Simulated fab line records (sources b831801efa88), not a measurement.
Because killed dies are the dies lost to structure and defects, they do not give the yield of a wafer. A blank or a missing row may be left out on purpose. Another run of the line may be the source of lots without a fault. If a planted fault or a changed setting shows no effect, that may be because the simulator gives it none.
Which tool was responsible? ; flow gf180mcu ; 35 wafers from 12 lots sampled at 5 of the route's 602 steps

## WHAT EACH GAUGE READ, for each wafer
GF_POLY_GATE_CD_MEAS_18.
lot;measured;on;cd-nm (nm)
L254;day 9 13:13;cd-sem-01;277.6 283.6 282.7
L255;day 9 22:02;cd-sem-01;282.6 277.9 279.5
L256;day 10 02:45;cd-sem-01;277.6 280.5 281.5
L257;day 10 13:27;cd-sem-01;282.0 280.8 282.3
L260;day 11 05:14;cd-sem-02;282.1 280.9 280.8
L261;day 11 13:41;cd-sem-02;274.8 280.8
L269;day 14 11:43;cd-sem-02;281.3 277.0 279.2
L270;day 14 14:24;cd-sem-01;277.4 276.1 277.6
L272;day 15 03:56;cd-sem-01;278.3 278.9 277.8
L273;day 15 06:55;cd-sem-02;282.7 280.9 279.7
L274;day 15 15:17;cd-sem-02;278.5 278.6 276.9
L276;day 16 09:19;cd-sem-01;280.9 276.5 282.0

GF_HV_LDD_TW_MEAS_50.
lot;measured;on;HV_LDD_4_TW
L254;day 12 17:54;film-metro-02;569 566 570
L255;day 13 03:28;film-metro-02;570 569 571
L256;day 13 09:13;film-metro-02;573 571 571
L257;day 13 19:56;film-metro-04;575 574 579
L260;day 14 14:16;film-metro-01;570 569 569
L261;day 14 22:13;film-metro-01;570 570
L269;day 18 06:35;film-metro-04;571 574 570
L270;day 18 10:22;film-metro-01;565 564 566
L272;day 19 00:41;film-metro-04;572 572 572
L273;day 19 03:55;film-metro-02;559 558 557
L274;day 19 14:46;film-metro-01;565 569 567
L276;day 20 11:04;film-metro-04;569 569 567

GF_PSD_RS_MEAS_14: a four-point-probe measurement.
lot;measured;on;NSD_RS (ohm/sq)
L254;day 14 14:43;film-metro-01;46.28 46.31 46.34
L255;day 15 01:17;film-metro-01;46.13 46.11 46.06
L256;day 15 05:58;film-metro-01;46.22 46.29 46.22
L257;day 15 18:25;film-metro-01;46.27 46.07 46.18
L260;day 16 14:37;film-metro-04;44.32 44.16 46.12 44.18 44.19 46.08
L261;day 16 22:29;film-metro-03;44.35 44.43 44.41 44.42
L269;day 20 11:27;film-metro-03;46.14 46.07 46.11
L270;day 20 15:34;film-metro-03;45.93 46.08 46.01
L272;day 21 04:04;film-metro-04;46.31 46.24 46.14
L273;day 21 12:54;film-metro-04;46.29 46.36 46.34
L274;day 21 18:37;film-metro-03;46.03 46.13 46.10
L276;day 22 14:56;film-metro-03;46.18 46.30 46.20

GF_PSD_RS_MEAS_15: a four-point-probe measurement.
lot;measured;on;PSD_RS (ohm/sq)
L254;day 14 14:50;film-metro-01;109.0 109.2 108.8
L255;day 15 01:24;film-metro-01;108.4 108.4 108.4
L256;day 15 06:05;film-metro-01;108.6 108.9 108.8
L257;day 15 18:32;film-metro-01;108.6 108.5 108.5
L260;day 16 19:47;film-metro-04;104.2 104.4 108.2 104.1 104.4 108.5
L261;day 17 01:54;film-metro-03;104.8 105.0 104.7 104.8
L269;day 20 11:34;film-metro-03;108.7 108.4 108.5
L270;day 20 15:41;film-metro-03;108.2 108.0 108.3
L272;day 21 04:11;film-metro-04;108.8 108.7 108.7
L273;day 21 13:01;film-metro-04;109.0 109.5 109.2
L274;day 21 18:44;film-metro-03;108.2 108.2 108.3
L276;day 22 15:03;film-metro-03;109.0 109.1 108.9

## WHICH TOOL RAN EACH LOT (tool, then ch and the chambers of the sampled wafers, then the start)
lot;GF_PSD_RTA_13
L254;rtp-anneal-01 ch 0, day 14 14:38
L255;rtp-anneal-01 ch 0, day 15 01:11
L256;rtp-anneal-02 ch 0, day 15 05:53
L257;rtp-anneal-02 ch 0, day 15 18:20
L260;rtp-anneal-02 ch 0, day 16 14:31
L261;rtp-anneal-02 ch 0, day 16 22:23
L269;rtp-anneal-02 ch 0, day 20 11:21
L270;rtp-anneal-02 ch 0, day 20 15:29
L272;rtp-anneal-01 ch 0, day 21 03:58
L273;rtp-anneal-01 ch 0, day 21 12:49
L274;rtp-anneal-02 ch 0, day 21 18:32
L276;rtp-anneal-02 ch 0, day 22 14:46
- GF_PSD_RTA_13: time 20 s.

## AS READ BY THE TOOLS THEMSELVES (means over the sampled wafers that have a number; for cases with no such wafer, the mark the record gives instead)
GF_PSD_RTA_13.
lot;tool;anneal-temp-c-max;lamp-power-pct (%);run-length-s (s);wafer_temp_C_max
L254;rtp-anneal-01;1030.0;37.8;48.2;1027.3
L255;rtp-anneal-01;1029.4;37.8;48.3;1027.6
L256;rtp-anneal-02;1033.1;34.6;48.8;1030.0
L257;rtp-anneal-02;1033.1;34.6;48.9;1030.1
L260;rtp-anneal-02;1031.2;34.6;54.7;1029.2
L261;rtp-anneal-02;1031.7;34.5;57.8;1029.5
L269;rtp-anneal-02;1031.7;34.6;48.7;1029.4
L270;rtp-anneal-02;1031.6;34.6;48.7;1028.8
L272;rtp-anneal-01;1029.3;37.8;48.3;1027.3
L273;rtp-anneal-01;1029.1;37.8;48.4;1027.0
L274;rtp-anneal-02;1032.0;34.5;48.9;1029.6
L276;rtp-anneal-02;1031.9;34.6;51.1;1029.4

## THE ANSWER, worked out from the rows above alone
Rule: what is usual is taken from the lots themselves. The widest of any qualifying gaps counts: lots, ordered by their means at a reading, are off when they make up no more than a third of the lots, leave a main group of 4 or more, and stand apart from it by 3 or more times the standard deviation of that group's means. The tables above print the reading to a certain number of digits; a main group whose means all agree to those digits is not used. A lot without any number at a reading at which 4 lots or more have one is off too. Where the step has rows for the other lots, those lots are counted as sound. After the gauges, taken in route order, come the tools' own readings; for these a lot's mean is taken, as printed above. At the first step where some lot is off, the reading lying furthest off is the one used; lots without a number count as furthest.
Off: L260, L261, at GF_PSD_RS_MEAS_14 (NSD_RS). The main group has a mean of 46.18 ohm/sq with a standard deviation of 0.099.
If a tool, at a process step before that reading, ran all the lots that are off and no sound lot after the first of them, it fits. Not tried: the gauges at GF_PSD_RS_MEAS_14; whatever is off there is also off at GF_PSD_RTA_13, on other tools, and gauge error can't account for it. No candidate that was tried fits.

## WHAT HAD BEEN PUT IN BY THE SIMULATOR
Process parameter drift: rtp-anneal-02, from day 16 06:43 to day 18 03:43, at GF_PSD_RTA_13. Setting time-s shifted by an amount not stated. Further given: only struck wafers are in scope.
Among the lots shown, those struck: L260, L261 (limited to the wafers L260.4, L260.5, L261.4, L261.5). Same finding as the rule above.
